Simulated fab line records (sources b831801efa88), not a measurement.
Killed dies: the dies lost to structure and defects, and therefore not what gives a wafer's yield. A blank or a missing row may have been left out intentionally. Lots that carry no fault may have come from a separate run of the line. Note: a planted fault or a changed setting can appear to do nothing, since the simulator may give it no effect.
Which tool was responsible?    flow sky130    12 lots with 36 wafers sampled at 2 steps, on a route of 708 steps

## WHAT EACH GAUGE READ, for each wafer
SKY_VT_ADJUST_NCORE_TW_MEAS_11. Usual: VT_ADJUST_NCORE_TW gives 220.1 (standard deviation 1.4).
lot   measured      on            VT_ADJUST_NCORE_TW                   flag
L937  day 8 19:10   filmMetro-03  220.8 220.7 220.6                    
L940  day 9 19:55   filmMetro-03  218.7 218.9 218.8                    
L941  day 9 20:53   filmMetro-04  221.1 222.1 221.2                    
L942  day 10 13:49  filmMetro-04  220.2 219.9 219.8                    
L943  day 10 14:22  filmMetro-03  220.6 219.5 219.1                    
L944  day 10 18:53  filmMetro-03  220.6 220.0 220.7                    
L945  day 11 03:52  filmMetro-03  219.1 217.7 219.9                    
L947  day 11 15:01  filmMetro-01  218.5 218.6 219.1                    
L951  day 12 17:53  filmMetro-01  227.6 228.5 227.9 228.3 227.8 228.3  OFF
L953  day 13 12:10  filmMetro-01  228.2 228.5 228.3 228.8 228.1 228.5  OFF
L959  day 15 02:28  filmMetro-04  222.3 220.8 222.2                    
L960  day 15 11:01  filmMetro-01  216.2 217.7 217.8                    

## EACH LOT AND THE TOOL THAT RAN IT (in order: tool; ch and the chambers of the sampled wafers; start)
lot   SKY_VT_ADJUST_NCORE_IMPLANT_09
L937  implanter-01 ch 0, day 8 18:55
L940  implanter-01 ch 0, day 9 19:42
L941  implanter-04 ch 0, day 9 20:38
L942  implanter-04 ch 0, day 10 13:34
L943  implanter-01 ch 0, day 10 14:07
L944  implanter-02 ch 0, day 10 18:40
L945  implanter-01 ch 0, day 11 03:37
L947  implanter-01 ch 0, day 11 14:46
L951  implanter-01 ch 0, day 12 17:41
L953  implanter-01 ch 0, day 13 11:55
L959  implanter-04 ch 0, day 15 02:14
L960  implanter-04 ch 0, day 15 10:48
- SKY_VT_ADJUST_NCORE_IMPLANT_09

## WHAT THE TOOLS THEMSELVES READ (means of the sampled wafers that have a number; where no wafer has one, the mark that the record gives instead)
SKY_VT_ADJUST_NCORE_IMPLANT_09. Usual: beamOnS 10.02 s, standard deviation 0.2; endStationPressureTorr 4.97e-06 Torr, standard deviation 2.5e-07; faradayCurrentUA 13.52, standard deviation 0.27.
lot   tool          beamOnS (s)  endStationPressureTorr (Torr)  faradayCurrentUA  flag
L937  implanter-01  9.87         4.75e-06                       13.76             
L940  implanter-01  10.11        5.30e-06                       13.40             
L941  implanter-04  9.83         4.99e-06                       13.76             
L942  implanter-04  10.11        5.11e-06                       13.39             
L943  implanter-01  9.91         4.80e-06                       13.67             
L944  implanter-02  10.06        5.07e-06                       13.43             
L945  implanter-01  10.13        5.04e-06                       13.35             
L947  implanter-01  10.03        5.06e-06                       13.55             
L951  implanter-01  11.55        8.13e-05                       11.55             OFF
L953  implanter-01  11.68        7.76e-05                       11.39             OFF
L959  implanter-04  10.04        5.10e-06                       13.50             
L960  implanter-04  10.14        5.09e-06                       13.36             

## THE ANSWER, worked out from the rows above alone
Rule: take the mean of a lot's wafers that have a number; if it is more than 3 standard deviations from the usual mean, the lot is off. A lot without any number at a reading at which 4 lots or more have one is off too. The other lots that the step has rows for count as sound. First the gauges in route order, then the tools' own readings, where a lot's mean is used as printed above. The first step at which some lot is off is used, and at that step the reading that is off furthest; a lot without a number counts as furthest.
Off: at SKY_VT_ADJUST_NCORE_TW_MEAS_11 (VT_ADJUST_NCORE_TW), L951, L953.
If a tool, at a process step before that reading, ran all the lots that are off and no sound lot after the first of them, it fits. The gauges at SKY_VT_ADJUST_NCORE_TW_MEAS_11 aren't tried: what is off there is off at SKY_VT_ADJUST_NCORE_IMPLANT_09 too, on other tools, and a gauge's error can't cause that. One fits: SKY_VT_ADJUST_NCORE_IMPLANT_09 on implanter-01. Its last sound lot is L947 (day 11 14:46), its first lot that is off L951 (day 12 17:41): a fault that began between those two fits.
The tool's own readings at SKY_VT_ADJUST_NCORE_IMPLANT_09 bear it out: on the lots that are off they differ by more than 5 times the standard deviation of the sound lots' means. beamOnS reads 11.62 s there against 10.02 s on the sound lots; endStationPressureTorr reads 7.95e-05 Torr there against 5.03e-06 Torr on the sound lots; faradayCurrentUA reads 11.47 there against 13.52 on the sound lots.

## WHAT THE SIMULATOR HAD PUT IN
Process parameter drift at SKY_VT_ADJUST_NCORE_IMPLANT_09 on implanter-01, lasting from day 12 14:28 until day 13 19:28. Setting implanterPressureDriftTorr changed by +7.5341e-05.
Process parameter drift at SKY_VT_ADJUST_NCORE_IMPLANT_09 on implanter-01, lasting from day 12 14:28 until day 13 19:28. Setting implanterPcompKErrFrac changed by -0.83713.
Shown lots that were struck: L951, L953. Same finding as the rule above.
